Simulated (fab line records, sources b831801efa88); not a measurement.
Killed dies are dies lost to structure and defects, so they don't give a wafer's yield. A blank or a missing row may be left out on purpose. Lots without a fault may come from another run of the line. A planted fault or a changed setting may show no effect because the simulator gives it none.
One fault seen from 2 desks | flow sky130 | each desk has only its own numbers; what lay behind them comes last

THE TOOL OWNER'S DESK: hdpcvd-02
The tool's own readings at SKY_VIA3_HDPCVD_00 (deposits SiO2, target thk 1635 nm, time 272.5 s): means of the sampled wafers that have a number, for each lot that ran on this tool. A lot is out of limits, marked OUT, if its mean lies more than 4 standard deviations from the usual mean; the brackets give that distance.
Columns: A = run_length_s at SKY_VIA3_HDPCVD_00, usual 300.4 s
lot  | first seen here | A
L712 | day 38 08:00    | 300.8
L716 | day 39 15:32    | 299.9
L718 | day 40 11:42    | 300.7
L724 | day 42 20:20    | 300.1
L728 | day 44 07:50    | 207.2 (-99 or more) OUT
L729 | day 44 16:16    | 207.7 (-99 or more) OUT
L734 | day 45 10:39    | 207.7 (-99 or more) OUT
This desk's finding: out of limits on L728, L729, L734; first on L728, day 44 07:50 (run_length_s at SKY_VIA3_HDPCVD_00). In limits: L712, L716, L718, L724.

THE METROLOGY DESK
What the gauges read, lot by lot, whatever tool the lot ran on: means of the sampled wafers that have a number. A lot is out of limits, marked OUT, if its mean lies more than 4 standard deviations from the usual mean; the brackets give that distance.
Columns: A = CAPM_CVD_00_THK at SKY_CAPM_THK_MEAS_01, usual 15.54 nm; B = VIA3_HDPCVD_THK at SKY_VIA3_THK_MEAS_01, usual 1626 nm
lot  | first seen here | A     | B
L712 | day 36 02:42    | 15.56 | 1621
L714 | day 37 01:23    | 15.48 | 1626
L716 | day 37 10:56    | 15.61 | 1635
L717 | day 37 18:53    | 15.80 | 1632
L718 | day 38 07:46    | 15.64 | 1643
L720 | day 38 22:20    | 15.37 | 1630
L721 | day 39 03:42    | 15.67 | 1614
L722 | day 39 14:47    | 15.49 | 1619
L723 | day 39 18:32    | 15.29 | 1633
L724 | day 40 18:27    | 15.78 | 1619
L728 | day 42 09:09    | 15.51 | 1079 (-29) OUT
L729 | day 42 18:15    | 15.53 | 1092 (-28) OUT
L734 | day 43 14:38    | 15.46 | 1065 (-30) OUT
This desk's finding: out of limits on L728, L729, L734; first on L728, day 44 08:01 (VIA3_HDPCVD_THK at SKY_VIA3_THK_MEAS_01). In limits: L712, L714, L716, L717, L718, L720, L721, L722, L723, L724.

PUT TOGETHER
The tool owner's desk could have raised an alarm at day 44 07:50, on L728, L729, L734.
The metrology desk could have raised an alarm at day 44 08:01, on L728, L729, L734.
Of the lots named, all ran SKY_VIA3_HDPCVD_00 on hdpcvd-02.

WHAT THE SIMULATOR HAD PUT IN
Process parameter drift: hdpcvd-02, from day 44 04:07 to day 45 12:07, at SKY_VIA3_HDPCVD_00. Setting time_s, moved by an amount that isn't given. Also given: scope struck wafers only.
Lots struck among those shown: L728, L729, L734.
Hours from the fault's start to each desk's first reading out of limits: the tool owner's desk, 4; the metrology desk, 4.
